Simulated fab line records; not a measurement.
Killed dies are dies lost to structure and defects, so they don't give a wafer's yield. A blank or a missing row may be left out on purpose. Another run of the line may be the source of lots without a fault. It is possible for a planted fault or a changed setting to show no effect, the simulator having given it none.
Chamber matching + flow sfq_line + cmp-01 running SFQ_TRILAYER_I0_CMP_CMP_028: 4 sister chambers
The step polishes SiO2. 16 wafers are shown with their chamber, then 8 later ones without.

## EACH WAFER AND ITS CHAMBER
| wafer  | chamber | motor_current_A (A) | time_to_endpoint_s (s) |
|--------|---------|---------------------|------------------------|
| L388.4 | 3       | 9.7                 | 219                    |
| L388.5 | 3       | 9.8                 | 226                    |
| L388.6 | 0       | 9.6                 | 217                    |
| L390.1 | 0       | 10.3                | 217                    |
| L390.3 | 3       | 9.6                 | 219                    |
| L390.4 | 1       | 10.1                | 215                    |
| L391.1 | 3       | 10.1                | 209                    |
| L391.2 | 0       | 10.5                | 208                    |
| L391.5 | 2       | 11.5                | 223                    |
| L392.1 | 1       | 9.4                 | 193                    |
| L392.4 | 0       | 10.3                | 201                    |
| L392.5 | 2       | 12.1                | 214                    |
| L394.3 | 0       | 10.0                | 201                    |
| L394.1 | 2       | 11.7                | 206                    |
| L394.5 | 0       | 10.4                | 204                    |
| L399.1 | 2       | 11.3                | 215                    |

SIGNATURES, as means of the wafers listed above
| reading            | chamber 0 | chamber 1 | chamber 2 | chamber 3 | scatter within a chamber |
|--------------------|-----------|-----------|-----------|-----------|--------------------------|
| motor_current_A    | 10.183    | 9.750     | 11.650    | 9.800     | 0.327                    |
| time_to_endpoint_s | 208.00    | 204.00    | 214.50    | 218.25    | 8.21                     |
Rule: a wafer lies at a distance from a chamber equal to the root of the sum of squares, over the readings, of (its reading less the chamber's mean, divided by the reading's scatter). The wafer belongs to the nearest chamber; if the next one is less than 2 further off, it can't be placed. How the scatter is found: for the shown wafers, subtract from each reading the mean of its chamber, square and add these, divide the total by (wafers less chambers), then take the root.

## WAFERS WHOSE CHAMBER IS MISSING
| wafer  | motor_current_A (A) | time_to_endpoint_s (s) |
|--------|---------------------|------------------------|
| L399.3 | 10.4                | 201                    |
| L399.4 | 9.4                 | 213                    |
| L405.1 | 9.8                 | 206                    |
| L405.2 | 9.9                 | 205                    |
| L405.5 | 9.8                 | 210                    |
| L411.1 | 10.3                | 198                    |
| L411.2 | 9.6                 | 197                    |
| L411.6 | 9.1                 | 210                    |

## WHICH CHAMBER EACH ONE RAN IN
| wafer  | from the rows above          | in truth |
|--------|------------------------------|----------|
| L399.3 | can't be placed: 0 or 1 or 3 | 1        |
| L399.4 | can't be placed: 3 or 1 or 0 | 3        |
| L405.1 | can't be placed: 1 or 0 or 3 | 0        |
| L405.2 | can't be placed: 1 or 0 or 3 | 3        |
| L405.5 | can't be placed: 1 or 3 or 0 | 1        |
| L411.1 | can't be placed: 0 or 1 or 3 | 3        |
| L411.2 | can't be placed: 1 or 0 or 3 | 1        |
| L411.6 | can't be placed: 1 or 3 or 0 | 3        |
Placed correctly: 0 of 8. Not placeable from these rows: 8 (in 8, the candidates include the true chamber). Number placed wrongly: 0.
